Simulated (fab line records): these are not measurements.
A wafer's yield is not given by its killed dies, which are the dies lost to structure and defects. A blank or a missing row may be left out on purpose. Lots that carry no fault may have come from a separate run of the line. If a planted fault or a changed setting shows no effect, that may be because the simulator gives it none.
What tool caused it? || flow gf180mcu || 13 lots with 39 wafers sampled at 6 steps, on a route of 602 steps

WHAT THE GAUGES SHOWED, per wafer
GF_STI_BOW_MEAS_00.
{"lot": "L926", "measured": "day 1 15:00", "on": "film-metro-03", "INCOMING_BOW (um)": "11 -13 7"}
{"lot": "L928", "measured": "day 2 01:01", "on": "film-metro-03", "INCOMING_BOW (um)": "-2 -11 0"}
{"lot": "L930", "measured": "day 2 11:00", "on": "film-metro-03", "INCOMING_BOW (um)": "1 -1 -6"}
{"lot": "L931", "measured": "day 2 16:00", "on": "film-metro-03", "INCOMING_BOW (um)": "-2 -2 10"}
{"lot": "L932", "measured": "day 2 21:02", "on": "film-metro-02", "INCOMING_BOW (um)": "-4 -9 2"}
{"lot": "L933", "measured": "day 3 02:01", "on": "film-metro-03", "INCOMING_BOW (um)": "-6 -8 9"}
{"lot": "L934", "measured": "day 3 07:00", "on": "film-metro-02", "INCOMING_BOW (um)": "-3 -14 2"}
{"lot": "L935", "measured": "day 3 12:04", "on": "film-metro-02", "INCOMING_BOW (um)": "3 -5 2"}
{"lot": "L936", "measured": "day 3 17:00", "on": "film-metro-04", "INCOMING_BOW (um)": "4 4 -3"}
{"lot": "L942", "measured": "day 4 23:00", "on": "film-metro-04", "INCOMING_BOW (um)": "-4 3 1"}
{"lot": "L943", "measured": "day 5 04:01", "on": "film-metro-03", "INCOMING_BOW (um)": "-2 -5 -2"}
{"lot": "L944", "measured": "day 5 09:02", "on": "film-metro-04", "INCOMING_BOW (um)": "0 6 0"}
{"lot": "L948", "measured": "day 6 05:01", "on": "film-metro-03", "INCOMING_BOW (um)": "16 9 0"}

GF_STI_THK_MEAS_04.
{"lot": "L926", "measured": "day 1 19:00", "on": "film-metro-04", "STI_CVD_03_THK (nm)": "208.4 207.5 207.8"}
{"lot": "L928", "measured": "day 2 04:34", "on": "film-metro-04", "STI_CVD_03_THK (nm)": "204.7 206.0 203.7"}
{"lot": "L930", "measured": "day 2 19:05", "on": "film-metro-03", "STI_CVD_03_THK (nm)": "207.5 206.8 206.1"}
{"lot": "L931", "measured": "day 3 00:27", "on": "film-metro-03", "STI_CVD_03_THK (nm)": "209.3 206.7 208.2"}
{"lot": "L932", "measured": "day 3 04:53", "on": "film-metro-03", "STI_CVD_03_THK (nm)": "207.7 206.6 207.1"}
{"lot": "L933", "measured": "day 3 07:16", "on": "film-metro-03", "STI_CVD_03_THK (nm)": "206.4 206.7 204.6"}
{"lot": "L934", "measured": "day 3 10:34", "on": "film-metro-02", "STI_CVD_03_THK (nm)": "206.5 206.8 206.0"}
{"lot": "L935", "measured": "day 3 16:06", "on": "film-metro-02", "STI_CVD_03_THK (nm)": "204.0 203.6 204.7"}
{"lot": "L936", "measured": "day 3 21:38", "on": "film-metro-04", "STI_CVD_03_THK (nm)": "208.0 208.2 205.1"}
{"lot": "L942", "measured": "day 5 08:14", "on": "film-metro-04", "STI_CVD_03_THK (nm)": "208.8 209.2 208.0"}
{"lot": "L943", "measured": "day 5 14:45", "on": "film-metro-03", "STI_CVD_03_THK (nm)": "207.3 207.9 206.1"}
{"lot": "L944", "measured": "day 5 16:37", "on": "film-metro-04", "STI_CVD_03_THK (nm)": "137.3 137.9 137.9"}
{"lot": "L948", "measured": "day 6 08:34", "on": "film-metro-03", "STI_CVD_03_THK (nm)": "208.9 208.6 209.5"}

GF_STI_THK_MEAS_24.
{"lot": "L926", "measured": "day 2 11:29", "on": "film-metro-02", "STI_CVD_23_THK (nm)": "626 661 637"}
{"lot": "L928", "measured": "day 2 19:46", "on": "film-metro-04", "STI_CVD_23_THK (nm)": "634 649 647"}
{"lot": "L930", "measured": "day 3 08:41", "on": "film-metro-04", "STI_CVD_23_THK (nm)": "650 656 646"}
{"lot": "L931", "measured": "day 3 14:33", "on": "film-metro-02", "STI_CVD_23_THK (nm)": "632 651 630"}
{"lot": "L932", "measured": "day 3 20:52", "on": "film-metro-03", "STI_CVD_23_THK (nm)": "657 651 654"}
{"lot": "L933", "measured": "day 3 23:33", "on": "film-metro-03", "STI_CVD_23_THK (nm)": "635 639 645"}
{"lot": "L934", "measured": "day 4 03:19", "on": "film-metro-02", "STI_CVD_23_THK (nm)": "670 641 661"}
{"lot": "L935", "measured": "day 4 07:33", "on": "film-metro-03", "STI_CVD_23_THK (nm)": "634 647 633"}
{"lot": "L936", "measured": "day 4 12:22", "on": "film-metro-02", "STI_CVD_23_THK (nm)": "647 649 643"}
{"lot": "L942", "measured": "day 5 23:13", "on": "film-metro-03", "STI_CVD_23_THK (nm)": "664 662 649"}
{"lot": "L943", "measured": "day 6 06:29", "on": "film-metro-02", "STI_CVD_23_THK (nm)": "664 642 649"}
{"lot": "L944", "measured": "day 6 09:41", "on": "film-metro-04", "STI_CVD_23_THK (nm)": "654 631 651"}
{"lot": "L948", "measured": "day 7 01:00", "on": "film-metro-02", "STI_CVD_23_THK (nm)": "634 635 657"}

GF_VT_IMPLANT_OVL_MEAS_29.
{"lot": "L926", "measured": "day 7 12:35", "on": "overlay-02", "VT_IMPLANT_02_OVL (nm)": "0.5 -0.6 2.2"}
{"lot": "L928", "measured": "day 7 20:20", "on": "overlay-01", "VT_IMPLANT_02_OVL (nm)": "2.4 0.5 2.3"}
{"lot": "L930", "measured": "day 8 06:51", "on": "overlay-01", "VT_IMPLANT_02_OVL (nm)": "0.9 0.4 -0.8"}
{"lot": "L931", "measured": "day 8 14:14", "on": "overlay-02", "VT_IMPLANT_02_OVL (nm)": "-1.5 1.8 0.4"}
{"lot": "L932", "measured": "day 8 22:26", "on": "overlay-01", "VT_IMPLANT_02_OVL (nm)": "-2.0 -2.3 0.4"}
{"lot": "L933", "measured": "day 9 09:00", "on": "overlay-02", "VT_IMPLANT_02_OVL (nm)": "1.3 0.9 2.8"}
{"lot": "L934", "measured": "day 9 10:18", "on": "overlay-01", "VT_IMPLANT_02_OVL (nm)": "-1.6 0.7 -1.6"}
{"lot": "L935", "measured": "day 9 15:08", "on": "overlay-02", "VT_IMPLANT_02_OVL (nm)": "-0.4 -0.1 0.3"}
{"lot": "L936", "measured": "day 9 21:07", "on": "overlay-02", "VT_IMPLANT_02_OVL (nm)": "-1.0 1.0 0.5"}
{"lot": "L942", "measured": "day 11 18:52", "on": "overlay-02", "VT_IMPLANT_02_OVL (nm)": "0.0 0.2 0.1"}
{"lot": "L943", "measured": "day 12 03:20", "on": "overlay-02", "VT_IMPLANT_02_OVL (nm)": "0.6 0.2 -1.0"}
{"lot": "L944", "measured": "day 12 07:54", "on": "overlay-01", "VT_IMPLANT_02_OVL (nm)": "-0.3 -1.8 -0.3"}
{"lot": "L948", "measured": "day 13 01:39", "on": "overlay-02", "VT_IMPLANT_02_OVL (nm)": "-1.7 -2.0 1.3"}

WHICH TOOL RAN EACH LOT (tool, then ch and the chambers of the sampled wafers, then the start)
{"lot": "L926", "GF_STI_CVD_03": "lpcvd-01 ch 0, day 1 17:01", "GF_STI_ETCH_13": "rie-diel-01 ch 0,1,3, day 2 07:13"}
{"lot": "L928", "GF_STI_CVD_03": "lpcvd-02 ch 1, day 2 02:34", "GF_STI_ETCH_13": "rie-diel-04 ch 0,2, day 2 16:08"}
{"lot": "L930", "GF_STI_CVD_03": "lpcvd-01 ch 0, day 2 17:07", "GF_STI_ETCH_13": "rie-diel-01 ch 0,2, day 3 06:41"}
{"lot": "L931", "GF_STI_CVD_03": "lpcvd-01 ch 1, day 2 22:28", "GF_STI_ETCH_13": "rie-diel-01 ch 1,2,3, day 3 11:52"}
{"lot": "L932", "GF_STI_CVD_03": "lpcvd-02 ch 1, day 3 02:53", "GF_STI_ETCH_13": "rie-diel-04 ch 2,3, day 3 17:15"}
{"lot": "L933", "GF_STI_CVD_03": "lpcvd-01 ch 0, day 3 04:17", "GF_STI_ETCH_13": "rie-diel-04 ch 1,2,3, day 3 20:05"}
{"lot": "L934", "GF_STI_CVD_03": "lpcvd-01 ch 0, day 3 08:34", "GF_STI_ETCH_13": "rie-diel-01 ch 1,2,3, day 3 23:22"}
{"lot": "L935", "GF_STI_CVD_03": "lpcvd-02 ch 0, day 3 14:05", "GF_STI_ETCH_13": "rie-diel-01 ch 0,2,3, day 4 04:20"}
{"lot": "L936", "GF_STI_CVD_03": "lpcvd-01 ch 1, day 3 19:39", "GF_STI_ETCH_13": "rie-diel-01 ch 2,3, day 4 10:29"}
{"lot": "L942", "GF_STI_CVD_03": "lpcvd-02 ch 0, day 5 05:15", "GF_STI_ETCH_13": "rie-diel-04 ch 1,2, day 5 21:11"}
{"lot": "L943", "GF_STI_CVD_03": "lpcvd-02 ch 0, day 5 11:46", "GF_STI_ETCH_13": "rie-diel-04 ch 0,1,3, day 6 04:35"}
{"lot": "L944", "GF_STI_CVD_03": "lpcvd-01 ch 1, day 5 14:37", "GF_STI_ETCH_13": "rie-diel-01 ch 0,1,3, day 6 06:53"}
{"lot": "L948", "GF_STI_CVD_03": "lpcvd-02 ch 1, day 6 06:34", "GF_STI_ETCH_13": "rie-diel-02 ch 0,3, day 6 23:06"}
- GF_STI_CVD_03: deposits Si3N4 from DCS/NH3, target thk 207.16 nm, time 3551 s.
- GF_STI_ETCH_13: etches the open film in CHF3/O2, stops on Si, target depth 282.31 nm, time 112.9 s.

AS READ BY THE TOOLS THEMSELVES (means over the sampled wafers that have a number; for cases with no such wafer, the mark the record gives instead)
GF_STI_ETCH_13.
{"lot": "L926", "tool": "rie-diel-01", "chamber-pressure-mTorr (mTorr)": 40.02, "drypump-motor-current-A (A)": 5.1, "oes-product-au (a.u.)": 0.833, "throttle-valve-pct (%)": 8.811}
{"lot": "L928", "tool": "rie-diel-04", "chamber-pressure-mTorr (mTorr)": 40.02, "drypump-motor-current-A (A)": 5.9, "oes-product-au (a.u.)": 0.835, "throttle-valve-pct (%)": 8.805}
{"lot": "L930", "tool": "rie-diel-01", "chamber-pressure-mTorr (mTorr)": 40.00, "drypump-motor-current-A (A)": 5.4, "oes-product-au (a.u.)": 0.828, "throttle-valve-pct (%)": 8.807}
{"lot": "L931", "tool": "rie-diel-01", "chamber-pressure-mTorr (mTorr)": 40.00, "drypump-motor-current-A (A)": 5.3, "oes-product-au (a.u.)": 0.837, "throttle-valve-pct (%)": 8.810}
{"lot": "L932", "tool": "rie-diel-04", "chamber-pressure-mTorr (mTorr)": 40.02, "drypump-motor-current-A (A)": 5.8, "oes-product-au (a.u.)": 0.834, "throttle-valve-pct (%)": 8.809}
{"lot": "L933", "tool": "rie-diel-04", "chamber-pressure-mTorr (mTorr)": 40.00, "drypump-motor-current-A (A)": 6.0, "oes-product-au (a.u.)": 0.827, "throttle-valve-pct (%)": 8.807}
{"lot": "L934", "tool": "rie-diel-01", "chamber-pressure-mTorr (mTorr)": 39.99, "drypump-motor-current-A (A)": 5.3, "oes-product-au (a.u.)": 0.833, "throttle-valve-pct (%)": 8.804}
{"lot": "L935", "tool": "rie-diel-01", "chamber-pressure-mTorr (mTorr)": 40.02, "drypump-motor-current-A (A)": 5.5, "oes-product-au (a.u.)": 0.822, "throttle-valve-pct (%)": 8.812}
{"lot": "L936", "tool": "rie-diel-01", "chamber-pressure-mTorr (mTorr)": 40.01, "drypump-motor-current-A (A)": 5.5, "oes-product-au (a.u.)": 0.832, "throttle-valve-pct (%)": 8.808}
{"lot": "L942", "tool": "rie-diel-04", "chamber-pressure-mTorr (mTorr)": 39.96, "drypump-motor-current-A (A)": 6.4, "oes-product-au (a.u.)": 0.831, "throttle-valve-pct (%)": 8.801}
{"lot": "L943", "tool": "rie-diel-04", "chamber-pressure-mTorr (mTorr)": 40.01, "drypump-motor-current-A (A)": 5.7, "oes-product-au (a.u.)": 0.836, "throttle-valve-pct (%)": 8.820}
{"lot": "L944", "tool": "rie-diel-01", "chamber-pressure-mTorr (mTorr)": 40.04, "drypump-motor-current-A (A)": 5.0, "oes-product-au (a.u.)": 0.676, "throttle-valve-pct (%)": 8.765}
{"lot": "L948", "tool": "rie-diel-02", "chamber-pressure-mTorr (mTorr)": 40.03, "drypump-motor-current-A (A)": 5.9, "oes-product-au (a.u.)": 0.833, "throttle-valve-pct (%)": 8.813}

THE ANSWER, worked out from the rows above alone
Rule: the lots themselves supply what counts as usual. Put in order of their means at a reading, lots are off if they are a third of the lots or fewer, leave a main group of 4 or more, and stand apart from it by a gap of 3 or more times the standard deviation of the main group's means; of several such gaps the widest counts. A main group whose means are all the same, to the digits that the tables above print for the reading, isn't used. Also off: a lot with no number at a reading for which 4 or more lots have one. The other lots that the step has rows for count as sound. After the gauges, taken in route order, come the tools' own readings; for these a lot's mean is taken, as printed above. At the first step where some lot is off, the reading lying furthest off is the one used; lots without a number count as furthest.
Off: L944, seen at GF_STI_THK_MEAS_04 (STI_CVD_03_THK). Mean 206.9 nm and standard deviation 1.4 in the main group.
If a tool, at a process step before that reading, ran all the lots that are off and no sound lot after the first of them, it fits. The gauges at GF_STI_THK_MEAS_04 aren't tried: what is off there is off at GF_STI_ETCH_13 too, on other tools, and a gauge's error can't cause that. One fits: GF_STI_CVD_03 on lpcvd-01. A fault onset in the window from L936 (day 3 19:39, its last sound lot) to L944 (day 5 14:37, its first lot off) fits.

WHAT THE SIMULATOR HAD PUT IN
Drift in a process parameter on lpcvd-01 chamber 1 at GF_STI_CVD_03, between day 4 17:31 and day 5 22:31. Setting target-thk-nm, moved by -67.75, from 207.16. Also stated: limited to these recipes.
Shown lots that were struck: L944. The rule given above showed the same thing.
